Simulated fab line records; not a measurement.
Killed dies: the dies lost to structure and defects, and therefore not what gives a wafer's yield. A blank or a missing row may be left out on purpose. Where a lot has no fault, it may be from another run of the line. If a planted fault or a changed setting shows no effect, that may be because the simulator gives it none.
fab line records || flow sky130
record {"lots": 5, "wafers": 15, "last_day": 49}
route steps=708 shown METAL3@557 VIA3@573 METAL4@598 PAD_OPEN@708
lots untouched by any fault: they come from a run of this same line in which no faults occurred
start_h: hours from the record's first day to the start of the lot's first wafer shown || wait_h: time in hours since the lot's previous step || " as in the row above || L1.1+2: a row that stands for several wafers || - value missing, or start not given || * or withheld: withheld || < > ~ a bound
route shown NAME@n: names a module that has steps shown in the file, with the first one's number in the route || usual: average and standard deviation across the fault-free wafers || same: alike in all rows || chamber/n: place in a boat || sites: each site's reading || _std_site: standard deviation of those values || _edge_site: inner sites' mean taken away from outer sites' mean || radius_mm: how far each site lies from the wafer's centre || mask NAME#n: copy n || behind: the last tool/chamber to shape the wafer || hold: why the lot was held/for how many hours/how that ended || device: transistor that didn't switch, given as n, p or np || end of line: tests run on the same wafers once the route is complete || where a step has no rows: the recipe by itself || killed: count of dies lost to structure and defects at first sort (not the wafer's yield) || map: a wafer's dies, x killed, . not, _ none there
set.NAME: the run value of the setting; set.NAME@STEP: its run value at that earlier step || model.NAME: the simulator's own value behind a step, which no gauge read
lots at some steps of the route; a table a step, a row a wafer
## steps
# step SKY_METAL3_COAT_07
# recipe {"resist": "BARC", "temp_c": "withheld", "time_s": "withheld", "spin_rpm": 3000, "resist_thk_nm": 60}
# step SKY_METAL3_COAT_08
# recipe {"resist": "KrF-thick", "spin_rpm": 3000, "resist_thk_nm": 1140}
# step SKY_METAL3_SOFTBAKE_09
# recipe {"temp_c": 100, "time_s": 90, "resist": "KrF-thick"}
# step SKY_METAL3_EXPOSE_10
# recipe {"mask_id": "MM3", "na": 0.68, "source_shape": "annular", "sigma_inner": 0.4, "sigma_outer": 0.8, "target_cd_nm": 300, "dose_mj": 28}
# step SKY_METAL3_PEB_11
# recipe {"peb_temp_c": "withheld", "peb_time_s": "withheld", "resist": "KrF-thick"}
# step SKY_METAL3_DEVELOP_12
# recipe {"develop_time_s": 60, "resist": "KrF-thick", "dev_temp_c": 21}
# step SKY_METAL3_DESCUM_15
# recipe {"chemistry": "O2", "source_power_w": 150, "bias_power_w": 0, "pressure_mtorr": 10, "temp_c": 40, "time_s": 8}
# step SKY_METAL3_ETCH_16
# recipe {"chemistry": "N2/H2", "target": "BARC", "ion_energy_ev": 200, "bias_w": 100, "pressure_mtorr": 30, "n2_flow_sccm": 100, "h2_flow_sccm": 200, "icp_w": 500, "stop_on": "SiO2", "time_s": 88.2, "target_depth_a": 600}
# step SKY_METAL3_ETCH_17
# recipe {"target": "SiO2", "stop_on": "TiN", "chemistry": "C4F8/O2/Ar", "source_w": 1500, "bias_w": 1200, "pressure_mtorr": 40, "c4f8_flow_sccm": "withheld", "O2_flow_sccm": 6, "Ar_flow_sccm": 300, "time_s": 3.9, "target_depth_a": 150}
# step SKY_METAL3_METAL_ETCH_18
# recipe {"target_depth_a": 8450, "stop_on": "SiO2", "over_etch_frac": 0.3, "time_s": 183.1, "chemistry": "Cl2/BCl3", "resist_sidewall_deg": 88, "pressure_mtorr": 10, "icp_w": 900, "bias_w": 48.5, "Cl2_flow_sccm": 60, "bcl3_flow_sccm": 30}
# step SKY_METAL3_STRIP_19
# recipe {"chemistry": "O2/N2", "power_w": 1400, "pressure_mtorr": 1500, "platen_temp_c": "withheld", "o2_flow_sccm": 3000, "n2_flow_sccm": 300, "overash_fraction": 0.5}
# usual {"drypump_motor_current_A": "5.7/0.39", "oes_product_au": "0.507/0.0065", "strip_time_to_endpoint_s": "6.66/0.12"}
{"lot.wafer": "L586.4", "tool": "plasma_asher-01", "chamber": 1, "start_h": 990.94, "wait_h": 0.1, "drypump_motor_current_A": 5.5, "oes_product_au": 0.494, "rf_hours_counter_h": "-", "strip_time_to_endpoint_s": 6.56}
{"lot.wafer": "L586.5", "tool": "plasma_asher-01", "chamber": 1, "start_h": 990.94, "wait_h": 0.1, "drypump_motor_current_A": 5.4, "oes_product_au": 0.518, "rf_hours_counter_h": "-", "strip_time_to_endpoint_s": 6.81}
{"lot.wafer": "L586.6", "tool": "plasma_asher-01", "chamber": 0, "start_h": 990.94, "wait_h": 0.1, "drypump_motor_current_A": 6.0, "oes_product_au": 0.506, "rf_hours_counter_h": "-", "strip_time_to_endpoint_s": 6.61}
{"lot.wafer": "L587.2", "tool": "plasma_asher-01", "chamber": 1, "start_h": 996.63, "wait_h": 0.1, "drypump_motor_current_A": 5.5, "oes_product_au": 0.512, "rf_hours_counter_h": 85, "strip_time_to_endpoint_s": 6.74}
{"lot.wafer": "L587.4", "tool": "plasma_asher-01", "chamber": 1, "start_h": 996.63, "wait_h": 0.1, "drypump_motor_current_A": 5.4, "oes_product_au": 0.514, "rf_hours_counter_h": "-", "strip_time_to_endpoint_s": 6.67}
{"lot.wafer": "L587.5", "tool": "plasma_asher-01", "chamber": 1, "start_h": 996.63, "wait_h": 0.1, "drypump_motor_current_A": 5.5, "oes_product_au": 0.502, "rf_hours_counter_h": "-", "strip_time_to_endpoint_s": 6.60}
{"lot.wafer": "L592.2", "tool": "plasma_asher-01", "chamber": 1, "start_h": 1015.82, "wait_h": 0.1, "drypump_motor_current_A": 5.5, "oes_product_au": 0.516, "rf_hours_counter_h": 87, "strip_time_to_endpoint_s": 6.95}
{"lot.wafer": "L592.4", "tool": "plasma_asher-01", "chamber": 1, "start_h": 1015.82, "wait_h": 0.1, "drypump_motor_current_A": 5.5, "oes_product_au": 0.507, "rf_hours_counter_h": "-", "strip_time_to_endpoint_s": 6.58}
{"lot.wafer": "L592.5", "tool": "plasma_asher-01", "chamber": 1, "start_h": 1015.82, "wait_h": 0.1, "drypump_motor_current_A": 5.5, "oes_product_au": 0.504, "rf_hours_counter_h": "-", "strip_time_to_endpoint_s": 6.57}
{"lot.wafer": "L593.4", "tool": "plasma_asher-01", "chamber": 0, "start_h": 1024.61, "wait_h": 0.1, "drypump_motor_current_A": 6.0, "oes_product_au": 0.503, "rf_hours_counter_h": "-", "strip_time_to_endpoint_s": 6.64}
{"lot.wafer": "L593.5", "tool": "plasma_asher-01", "chamber": 1, "start_h": 1024.61, "wait_h": 0.1, "drypump_motor_current_A": 5.4, "oes_product_au": 0.503, "rf_hours_counter_h": "-", "strip_time_to_endpoint_s": 6.68}
{"lot.wafer": "L593.6", "tool": "plasma_asher-01", "chamber": 0, "start_h": 1024.61, "wait_h": 0.1, "drypump_motor_current_A": 6.0, "oes_product_au": 0.502, "rf_hours_counter_h": "-", "strip_time_to_endpoint_s": 6.51}
{"lot.wafer": "L594.1", "tool": "plasma_asher-01", "chamber": 1, "start_h": 1025.06, "wait_h": 0.1, "drypump_motor_current_A": 5.5, "oes_product_au": 0.506, "rf_hours_counter_h": 88, "strip_time_to_endpoint_s": 6.66}
{"lot.wafer": "L594.3", "tool": "plasma_asher-01", "chamber": 0, "start_h": 1025.06, "wait_h": 0.1, "drypump_motor_current_A": 6.0, "oes_product_au": 0.502, "rf_hours_counter_h": "-", "strip_time_to_endpoint_s": 6.61}
{"lot.wafer": "L594.5", "tool": "plasma_asher-01", "chamber": 1, "start_h": 1025.06, "wait_h": 0.1, "drypump_motor_current_A": 5.5, "oes_product_au": 0.505, "rf_hours_counter_h": "-", "strip_time_to_endpoint_s": 6.64}
# step SKY_METAL3_STRIP_20
# recipe {"chemistry": "post_etch_residue_remover", "time_s": 1200, "temp_c": 72.5}
# step SKY_METAL3_CLEAN_21
# recipe {"chemistry": "IPA", "time_s": 180, "temp_c": 25}
# step SKY_METAL3_CLEAN_22
# recipe {"chemistry": "O3/DIW", "dry": "n2_spin"}
# step SKY_VIA3_HDPCVD_00
# recipe {"material": "SiO2", "target_thk_nm": 1635, "sigma_open_frac": 0.3, "time_s": 272.5, "temp_c": 400, "sih4_flow_sccm": 60, "pressure_mtorr": 6}
# step SKY_VIA3_CMP_02
# recipe {"material": "SiO2", "down_force_psi": 4, "platen_rpm": 60, "pad_velocity_m_s": 0.94248}
# step SKY_VIA3_DEHYDRATE_04
# recipe {"temp_c": 200, "time_s": 60}
# step SKY_VIA3_HMDS_05
# recipe {"prime_time_s": 60, "prime_temp_c": 120}
# step SKY_VIA3_COAT_06
# recipe {"resist": "BARC", "temp_c": "withheld", "time_s": "withheld", "spin_rpm": 3000, "resist_thk_nm": 60}
# step SKY_VIA3_COAT_07
# recipe {"resist": "KrF-thick", "spin_rpm": 3000, "resist_thk_nm": 450}
# step SKY_VIA3_SOFTBAKE_08
# recipe {"temp_c": 100, "time_s": 90, "resist": "KrF-thick"}
# step SKY_VIA3_EXPOSE_09
# recipe {"mask_id": "VIM3", "na": 0.8, "source_shape": "annular", "sigma_inner": 0.55, "sigma_outer": 0.85, "target_cd_nm": 200, "dose_mj": 38}
# step SKY_VIA3_PEB_10
# recipe {"peb_temp_c": "withheld", "peb_time_s": "withheld", "resist": "KrF-thick"}
# step SKY_VIA3_DEVELOP_11
# recipe {"develop_time_s": 60, "resist": "KrF-thick", "dev_temp_c": 21}
# step SKY_VIA3_ETCH_14
# recipe {"chemistry": "N2/H2", "target": "BARC", "ion_energy_ev": 200, "source_w": 500, "bias_w": 100, "pressure_mtorr": 30, "n2_flow_sccm": 100, "h2_flow_sccm": 200, "stop_on": "SiO2", "time_s": 45.9, "target_depth_a": 600}
# step SKY_VIA3_ETCH_15
# recipe {"target": "SiO2", "chemistry": "C4F8/O2/Ar", "target_depth_nm": 507, "stop_on": "TiN", "mask_material": "KrF-thick", "source_w": 1500, "bias_w": 1200, "pressure_mtorr": 40, "c4f8_flow_sccm": "withheld", "O2_flow_sccm": 6, "Ar_flow_sccm": 300, "time_s": 78}
# step SKY_VIA3_STRIP_16
# recipe {"chemistry": "O2/N2", "power_w": 1400, "pressure_mtorr": 1500, "platen_temp_c": "withheld", "o2_flow_sccm": 3000, "n2_flow_sccm": 300, "overash_fraction": 0.5}
# step SKY_VIA3_STRIP_17
# recipe {"chemistry": "post_etch_residue_remover", "time_s": 1200, "temp_c": 72.5}
# step SKY_VIA3_CLEAN_18
# recipe {"chemistry": "IPA", "time_s": 180, "temp_c": 25}
# step SKY_VIA3_CLEAN_19
# recipe {"chemistry": "O3/DIW", "dry": "n2_spin"}
# step SKY_VIA3_SPUTTER_20
# recipe {"material": "TiN", "target_thk_nm": 20, "chamber_pressure_pa": 5, "power_w": 4000, "time_s": 80}
# step SKY_VIA3_CVD_21
# recipe {"material": "W", "target_thk_nm": 390, "time_s": 117.31, "temp_c": 400, "pressure_torr": 40}
# step SKY_VIA3_CMP_24
# recipe {"stop_on": "SiO2", "t_overpolish_s": 20, "down_force_psi": 3.5, "platen_rpm": 60, "target_thk_nm": 0, "pad_velocity_m_s": 0.94248}
# step SKY_METAL4_SPUTTER_00
# recipe {"material": "Ti", "target_thk_nm": 15, "power_w": 3000, "time_s": 10, "chamber_pressure_pa": 0.4}
# step SKY_PAD_OPEN_PROBE_99
# usual {"defect_limited_yield": "82.0/1.9", "killed_at_M0_to_M3": "46/6.7", "killed_at_M4_up": "3.3/2", "killed_at_contacts": "24/5.4", "killed_at_front_end": "15/4.3", "killed_at_other": "0.4/0.64", "killed_dies": "89/9.1", "killed_on_rim": "17/3.7", "killed_open": "48/7.2", "killed_short": "40/6.3", "sort_bin_3_pad_short": "0.9/0.42", "sort_bin_5_function": "10.8/1.5", "sort_bin_6_memory": "6.4/1.1", "sort_n_pass": "403/9.1", "sort_yield_pct": "82.0/1.9"}
# same {"gross_dies": 492, "killed_at_back_side": 0, "sort_bin_4_leakage[%]": 0, "sort_bin_8_speed[%]": 0}
{"lot.wafer": "L586.4", "tool": "prober-02", "chamber": "-", "start_h": 1152.25, "wait_h": 0.2, "defect_limited_yield[%]": 81.7, "killed_at_M0_to_M3": 42, "killed_at_M4_up": 3, "killed_at_contacts": 26, "killed_at_front_end": 18, "killed_at_other": 1, "killed_dies": 90, "killed_on_rim": 20, "killed_open": 56, "killed_short": 34, "sort_bin_3_pad_short[%]": 0.8, "sort_bin_5_function[%]": 9.6, "sort_bin_6_memory[%]": 7.9, "sort_n_pass": 402, "sort_yield_pct[%]": 81.7, "model.etest.tester.sort_n_pass": 402, "model.etest.tester.sort_yield_pct": 81.71, "model.etest.tester.sort_bin_5_pct": 9.553, "model.etest.tester.sort_bin_3_pct": 0.813}
{"lot.wafer": "L586.5", "tool": "prober-02", "chamber": "-", "start_h": 1152.30, "wait_h": 0.2, "defect_limited_yield[%]": 81.5, "killed_at_M0_to_M3": 46, "killed_at_M4_up": 5, "killed_at_contacts": 17, "killed_at_front_end": 22, "killed_at_other": 1, "killed_dies": 91, "killed_on_rim": 17, "killed_open": 50, "killed_short": 41, "sort_bin_3_pad_short[%]": 0.8, "sort_bin_5_function[%]": 11.2, "sort_bin_6_memory[%]": 6.5, "sort_n_pass": 401, "sort_yield_pct[%]": 81.5, "model.etest.tester.sort_n_pass": 401, "model.etest.tester.sort_yield_pct": 81.5, "model.etest.tester.sort_bin_5_pct": 11.18, "model.etest.tester.sort_bin_3_pct": 0.813}
{"lot.wafer": "L586.6", "tool": "prober-02", "chamber": "-", "start_h": 1152.35, "wait_h": 0.2, "defect_limited_yield[%]": 82.5, "killed_at_M0_to_M3": 49, "killed_at_M4_up": 2, "killed_at_contacts": 26, "killed_at_front_end": 9, "killed_at_other": 0, "killed_dies": 86, "killed_on_rim": 10, "killed_open": 51, "killed_short": 35, "sort_bin_3_pad_short[%]": 1.2, "sort_bin_5_function[%]": 9.1, "sort_bin_6_memory[%]": 7.1, "sort_n_pass": 406, "sort_yield_pct[%]": 82.5, "model.etest.tester.sort_n_pass": 406, "model.etest.tester.sort_yield_pct": 82.52, "model.etest.tester.sort_bin_5_pct": 9.146, "model.etest.tester.sort_bin_3_pct": 1.22}
{"lot.wafer": "L587.2", "tool": "prober-01", "chamber": "-", "start_h": 1156.73, "wait_h": 0.1, "defect_limited_yield[%]": 83.1, "killed_at_M0_to_M3": 42, "killed_at_M4_up": 4, "killed_at_contacts": 28, "killed_at_front_end": 9, "killed_at_other": 0, "killed_dies": 83, "killed_on_rim": 18, "killed_open": 49, "killed_short": 34, "sort_bin_3_pad_short[%]": 0.6, "sort_bin_5_function[%]": 9.1, "sort_bin_6_memory[%]": 7.1, "sort_n_pass": 409, "sort_yield_pct[%]": 83.1, "model.etest.tester.sort_n_pass": 409, "model.etest.tester.sort_yield_pct": 83.13, "model.etest.tester.sort_bin_5_pct": 9.146, "model.etest.tester.sort_bin_3_pct": 0.6098}
{"lot.wafer": "L587.4", "tool": "prober-01", "chamber": "-", "start_h": 1156.83, "wait_h": 0.2, "defect_limited_yield[%]": 78.9, "killed_at_M0_to_M3": 52, "killed_at_M4_up": 3, "killed_at_contacts": 37, "killed_at_front_end": 12, "killed_at_other": 0, "killed_dies": 104, "killed_on_rim": 20, "killed_open": 61, "killed_short": 43, "sort_bin_3_pad_short[%]": 1.2, "sort_bin_5_function[%]": 12.2, "sort_bin_6_memory[%]": 7.7, "sort_n_pass": 388, "sort_yield_pct[%]": 78.9, "model.etest.tester.sort_n_pass": 388, "model.etest.tester.sort_yield_pct": 78.86, "model.etest.tester.sort_bin_5_pct": 12.2, "model.etest.tester.sort_bin_3_pct": 1.22}
{"lot.wafer": "L587.5", "tool": "prober-01", "chamber": "-", "start_h": 1156.88, "wait_h": 0.2, "defect_limited_yield[%]": 81.5, "killed_at_M0_to_M3": 48, "killed_at_M4_up": 1, "killed_at_contacts": 27, "killed_at_front_end": 14, "killed_at_other": 1, "killed_dies": 91, "killed_on_rim": 16, "killed_open": 54, "killed_short": 37, "sort_bin_3_pad_short[%]": 0.6, "sort_bin_5_function[%]": 13.0, "sort_bin_6_memory[%]": 4.9, "sort_n_pass": 401, "sort_yield_pct[%]": 81.5, "model.etest.tester.sort_n_pass": 401, "model.etest.tester.sort_yield_pct": 81.5, "model.etest.tester.sort_bin_5_pct": 13.01, "model.etest.tester.sort_bin_3_pct": 0.6098}
{"lot.wafer": "L592.2", "tool": "prober-02", "chamber": "-", "start_h": 1170.02, "wait_h": 0.1, "defect_limited_yield[%]": 80.5, "killed_at_M0_to_M3": 64, "killed_at_M4_up": 1, "killed_at_contacts": 15, "killed_at_front_end": 16, "killed_at_other": 0, "killed_dies": 96, "killed_on_rim": 28, "killed_open": 44, "killed_short": 29, "sort_bin_3_pad_short[%]": 1.4, "sort_bin_5_function[%]": 11.0, "sort_bin_6_memory[%]": 7.1, "sort_n_pass": 396, "sort_yield_pct[%]": 80.5, "model.etest.tester.sort_n_pass": 396, "model.etest.tester.sort_yield_pct": 80.49, "model.etest.tester.sort_bin_5_pct": 10.98, "model.etest.tester.sort_bin_3_pct": 1.423}
{"lot.wafer": "L592.4", "tool": "prober-02", "chamber": "-", "start_h": 1170.12, "wait_h": 0.2, "defect_limited_yield[%]": 79.9, "killed_at_M0_to_M3": 67, "killed_at_M4_up": 1, "killed_at_contacts": 17, "killed_at_front_end": 14, "killed_at_other": 0, "killed_dies": 99, "killed_on_rim": 23, "killed_open": 51, "killed_short": 26, "sort_bin_3_pad_short[%]": 1.4, "sort_bin_5_function[%]": 13.8, "sort_bin_6_memory[%]": 4.9, "sort_n_pass": 393, "sort_yield_pct[%]": 79.9, "model.etest.tester.sort_n_pass": 393, "model.etest.tester.sort_yield_pct": 79.88, "model.etest.tester.sort_bin_5_pct": 13.82, "model.etest.tester.sort_bin_3_pct": 1.423}
{"lot.wafer": "L592.5", "tool": "prober-02", "chamber": "-", "start_h": 1170.17, "wait_h": 0.2, "defect_limited_yield[%]": 79.9, "killed_at_M0_to_M3": 57, "killed_at_M4_up": 3, "killed_at_contacts": 22, "killed_at_front_end": 17, "killed_at_other": 0, "killed_dies": 99, "killed_on_rim": 28, "killed_open": 38, "killed_short": 39, "sort_bin_3_pad_short[%]": 2.0, "sort_bin_5_function[%]": 10.0, "sort_bin_6_memory[%]": 8.1, "sort_n_pass": 393, "sort_yield_pct[%]": 79.9, "model.etest.tester.sort_n_pass": 393, "model.etest.tester.sort_yield_pct": 79.88, "model.etest.tester.sort_bin_5_pct": 9.959, "model.etest.tester.sort_bin_3_pct": 2.033}
{"lot.wafer": "L593.4", "tool": "prober-01", "chamber": "-", "start_h": 1179.30, "wait_h": 0.2, "defect_limited_yield[%]": 77.6, "killed_at_M0_to_M3": 76, "killed_at_M4_up": 4, "killed_at_contacts": 14, "killed_at_front_end": 16, "killed_at_other": 0, "killed_dies": 110, "killed_on_rim": 29, "killed_open": 45, "killed_short": 36, "sort_bin_3_pad_short[%]": 1.0, "sort_bin_5_function[%]": 15.2, "sort_bin_6_memory[%]": 6.1, "sort_n_pass": 382, "sort_yield_pct[%]": 77.6, "model.etest.tester.sort_n_pass": 382, "model.etest.tester.sort_yield_pct": 77.64, "model.etest.tester.sort_bin_5_pct": 15.24, "model.etest.tester.sort_bin_3_pct": 1.016}
{"lot.wafer": "L593.5", "tool": "prober-01", "chamber": "-", "start_h": 1179.35, "wait_h": 0.2, "defect_limited_yield[%]": 77.2, "killed_at_M0_to_M3": 63, "killed_at_M4_up": 5, "killed_at_contacts": 30, "killed_at_front_end": 14, "killed_at_other": 0, "killed_dies": 112, "killed_on_rim": 31, "killed_open": 39, "killed_short": 51, "sort_bin_3_pad_short[%]": 2.2, "sort_bin_5_function[%]": 14.0, "sort_bin_6_memory[%]": 6.5, "sort_n_pass": 380, "sort_yield_pct[%]": 77.2, "model.etest.tester.sort_n_pass": 380, "model.etest.tester.sort_yield_pct": 77.24, "model.etest.tester.sort_bin_5_pct": 14.02, "model.etest.tester.sort_bin_3_pct": 2.236}
{"lot.wafer": "L593.6", "tool": "prober-01", "chamber": "-", "start_h": 1179.40, "wait_h": 0.2, "defect_limited_yield[%]": 80.7, "killed_at_M0_to_M3": 64, "killed_at_M4_up": 3, "killed_at_contacts": 18, "killed_at_front_end": 10, "killed_at_other": 0, "killed_dies": 95, "killed_on_rim": 20, "killed_open": 35, "killed_short": 33, "sort_bin_3_pad_short[%]": 1.6, "sort_bin_5_function[%]": 12.0, "sort_bin_6_memory[%]": 5.7, "sort_n_pass": 397, "sort_yield_pct[%]": 80.7, "model.etest.tester.sort_n_pass": 397, "model.etest.tester.sort_yield_pct": 80.69, "model.etest.tester.sort_bin_5_pct": 11.99, "model.etest.tester.sort_bin_3_pct": 1.626}
{"lot.wafer": "L594.1", "tool": "prober-01", "chamber": "-", "start_h": 1180.30, "wait_h": 0.1, "defect_limited_yield[%]": 79.5, "killed_at_M0_to_M3": 61, "killed_at_M4_up": 7, "killed_at_contacts": 17, "killed_at_front_end": 15, "killed_at_other": 1, "killed_dies": 101, "killed_on_rim": 33, "killed_open": 49, "killed_short": 33, "sort_bin_3_pad_short[%]": 1.2, "sort_bin_5_function[%]": 13.4, "sort_bin_6_memory[%]": 5.9, "sort_n_pass": 391, "sort_yield_pct[%]": 79.5, "model.etest.tester.sort_n_pass": 391, "model.etest.tester.sort_yield_pct": 79.47, "model.etest.tester.sort_bin_5_pct": 13.41, "model.etest.tester.sort_bin_3_pct": 1.22}
{"lot.wafer": "L594.3", "tool": "prober-01", "chamber": "-", "start_h": 1180.40, "wait_h": 0.2, "defect_limited_yield[%]": 79.7, "killed_at_M0_to_M3": 66, "killed_at_M4_up": 2, "killed_at_contacts": 25, "killed_at_front_end": 7, "killed_at_other": 0, "killed_dies": 100, "killed_on_rim": 25, "killed_open": 45, "killed_short": 29, "sort_bin_3_pad_short[%]": 2.0, "sort_bin_5_function[%]": 12.6, "sort_bin_6_memory[%]": 5.7, "sort_n_pass": 392, "sort_yield_pct[%]": 79.7, "model.etest.tester.sort_n_pass": 392, "model.etest.tester.sort_yield_pct": 79.67, "model.etest.tester.sort_bin_5_pct": 12.6, "model.etest.tester.sort_bin_3_pct": 2.033}
{"lot.wafer": "L594.5", "tool": "prober-01", "chamber": "-", "start_h": 1180.50, "wait_h": 0.2, "defect_limited_yield[%]": 79.3, "killed_at_M0_to_M3": 71, "killed_at_M4_up": 2, "killed_at_contacts": 14, "killed_at_front_end": 15, "killed_at_other": 0, "killed_dies": 102, "killed_on_rim": 26, "killed_open": 47, "killed_short": 35, "sort_bin_3_pad_short[%]": 1.2, "sort_bin_5_function[%]": 12.4, "sort_bin_6_memory[%]": 7.1, "sort_n_pass": 390, "sort_yield_pct[%]": 79.3, "model.etest.tester.sort_n_pass": 390, "model.etest.tester.sort_yield_pct": 79.27, "model.etest.tester.sort_bin_5_pct": 12.4, "model.etest.tester.sort_bin_3_pct": 1.22}
# killed by level:class
L586.4 VIA1:geometric_particle:open=12 POLY_GATE:geometric_particle:open=8 CONTACT:geometric_particle:open=7 LI_CONTACT:geometric_particle:open=6 CONTACT:geometric_particle:short=6 VIA3:geometric_particle:open=6 VIA2:geometric_particle:open=5 VIA1:geometric_particle:short=4
L586.5 FIELD_ISO:geometric_particle:open=10 VIA1:geometric_particle:open=9 VIA2:geometric_particle:open=8 CONTACT:geometric_particle:open=8 METAL1:geometric_particle:short=6 VIA2:geometric_particle:short=5 METAL2:geometric_particle:short=5 FIELD_ISO:geometric_particle:short=4
L586.6 CONTACT:geometric_particle:open=12 VIA1:geometric_particle:open=9 VIA2:geometric_particle:open=8 VIA3:geometric_particle:open=7 VIA1:geometric_particle:short=7 LI_CONTACT:geometric_particle:short=6 VIA2:geometric_particle:short=6 FIELD_ISO:geometric_particle:open=5
L587.2 VIA3:geometric_particle:open=13 LI_CONTACT:geometric_particle:open=10 VIA1:geometric_particle:open=10 CONTACT:geometric_particle:short=8 METAL1:geometric_particle:short=5 LI_CONTACT:geometric_particle:short=4 CONTACT:geometric_particle:open=4 VIA1:geometric_particle:short=3
L587.4 CONTACT:geometric_particle:open=14 LI_CONTACT:geometric_particle:open=13 VIA1:geometric_particle:open=9 METAL1:geometric_particle:short=7 VIA2:geometric_particle:open=7 METAL2:geometric_particle:short=7 VIA3:geometric_particle:short=5 VIA3:geometric_particle:open=5
L587.5 VIA3:geometric_particle:open=12 CONTACT:geometric_particle:open=8 VIA1:geometric_particle:open=8 LI_CONTACT:geometric_particle:open=6 VIA1:geometric_particle:short=5 LOCAL_INTERCONNECT:geometric_particle:short=5 POLY_GATE:geometric_particle:short=4 CONTACT:geometric_particle:short=4
L592.2 METAL3:unspecified=22 VIA3:geometric_particle:open=14 CONTACT:geometric_particle:open=7 VIA1:geometric_particle:open=5 METAL1:geometric_particle:short=5 LI_CONTACT:geometric_particle:open=4 VIA1:geometric_particle:short=4 VIA2:geometric_particle:open=4
L592.4 METAL3:unspecified=22 VIA2:geometric_particle:open=11 VIA1:geometric_particle:open=11 CONTACT:geometric_particle:open=8 METAL1:geometric_particle:short=5 VIA3:geometric_particle:open=5 METAL2:geometric_particle:short=4 POLY_GATE:geometric_particle:open=3
L592.5 METAL3:unspecified=22 CONTACT:geometric_particle:open=13 METAL2:geometric_particle:short=8 METAL1:geometric_particle:short=8 FIELD_ISO:geometric_particle:open=6 VIA1:geometric_particle:open=5 LI_CONTACT:geometric_particle:open=4 VIA2:geometric_particle:open=4
L593.4 METAL3:unspecified=29 VIA1:geometric_particle:open=12 METAL1:geometric_particle:short=8 VIA3:geometric_particle:open=8 VIA1:geometric_particle:short=5 CONTACT:geometric_particle:open=5 CONTACT:geometric_particle:short=5 VIA2:geometric_particle:open=5
L593.5 METAL3:unspecified=22 VIA1:geometric_particle:open=10 METAL1:geometric_particle:short=9 LOCAL_INTERCONNECT:geometric_particle:short=7 CONTACT:geometric_particle:open=7 LI_CONTACT:geometric_particle:short=6 FIELD_ISO:geometric_particle:short=5 METAL2:geometric_particle:short=5
L593.6 METAL3:unspecified=27 VIA1:geometric_particle:open=13 LOCAL_INTERCONNECT:geometric_particle:short=6 VIA2:geometric_particle:short=5 LI_CONTACT:geometric_particle:open=4 METAL1:geometric_particle:short=4 FIELD_ISO:geometric_particle:short=3 CONTACT:geometric_particle:short=3
L594.1 METAL3:unspecified=18 VIA1:geometric_particle:open=12 LI_CONTACT:geometric_particle:open=7 VIA3:geometric_particle:open=7 CONTACT:geometric_particle:open=5 METAL1:geometric_particle:short=5 VIA2:geometric_particle:open=5 VIA3:geometric_particle:short=5
L594.3 METAL3:unspecified=25 LI_CONTACT:geometric_particle:open=12 VIA2:geometric_particle:open=9 VIA1:geometric_particle:open=9 CONTACT:geometric_particle:open=5 VIA1:geometric_particle:short=4 VIA3:geometric_particle:short=4 CONTACT:geometric_particle:short=3
L594.5 METAL3:unspecified=20 VIA1:geometric_particle:open=12 VIA3:geometric_particle:open=11 VIA1:geometric_particle:short=7 CONTACT:geometric_particle:open=6 METAL1:geometric_particle:short=6 FIELD_ISO:geometric_particle:open=4 POLY_GATE:geometric_particle:open=4
# map L592.4 (x killed, . not)
__________........x._________
________......x......._______
______...x.....x..x....._____
_____..............x.....____
____......x..x....x.x.....___
___...............x........__
__..x.x.......x.........x..x_
_..x...x............x...x..x.
_x......x..x...x..x...x..xx..
_x.x.x..x..x....xx...xx...x..
_..x........x.x....x..x......
_.xx...xx....................
_.......x..x........x.x.....x
_.....x..........x...........
_..........x..x........x.xxxx
__.......x.x.....x....x.xxxx_
___x..xxx.....x......xxxxxx__
____....x.............xxxx___
_____......x.......x...xx____
______......x.x..x....xx_____
________.............x_______
__________..x.....xx_________
# map L593.5 (x killed, . not)
__________....x....._________
________xxx......x...x_______
______...x......x......x_____
_____.....x.....x........____
____.....x.............x..___
___x...x.....x......x......__
__.........xx...x....x......_
_.xx...........x........x...x
_..x......x........xxx.x..x..
_.........x......x.x.........
_xx.xx...x....x.x.x....x.....
_...xxx....x.x.............x.
_..x...x..x.....x....x....xxx
_x.......x..............xx.x.
_......................xxx.x.
__......x..x.........xxx.xxx_
___xx.x.x.x..xxx.x...x.xxxx__
____..x.....x...x.x..x.xxx___
_____.........x........xx____
______...xx...........xx_____
________......x.....x._______
__________.xxx....xx_________
## key
first_sign {"step": "SKY_PAD_OPEN_PROBE_99", "reading": "killed_at_M0_to_M3", "direction": "up", "sigmas": 2.9, "usual": 46, "struck": 65}
effect {"step": "SKY_PAD_OPEN_PROBE_99", "reading": "sort_bin_3_pad_short", "direction": "up", "sigmas": 1.7, "usual": 0.9, "struck": 1.6, "wafers_moved": 3}
model_effect {"step": "SKY_PAD_OPEN_PROBE_99", "value": "etest.tester.sort_n_pass", "without": 410.8, "struck": 390.4}
met_at SKY_METAL3_STRIP_19
struck_wafers L592.2,L592.4,L592.5,L593.4,L593.5,L593.6,L594.1,L594.3,L594.5
onset_between 996.63 1015.82
also_fits time
fault {"kind": "chamber_particle_source", "tool": "plasma_asher-01", "chamber": "-", "onset_h": 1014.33, "steps": "SKY_METAL3_STRIP_19", "rate_per_visit_cm2": 0.53322, "end_h": 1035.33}
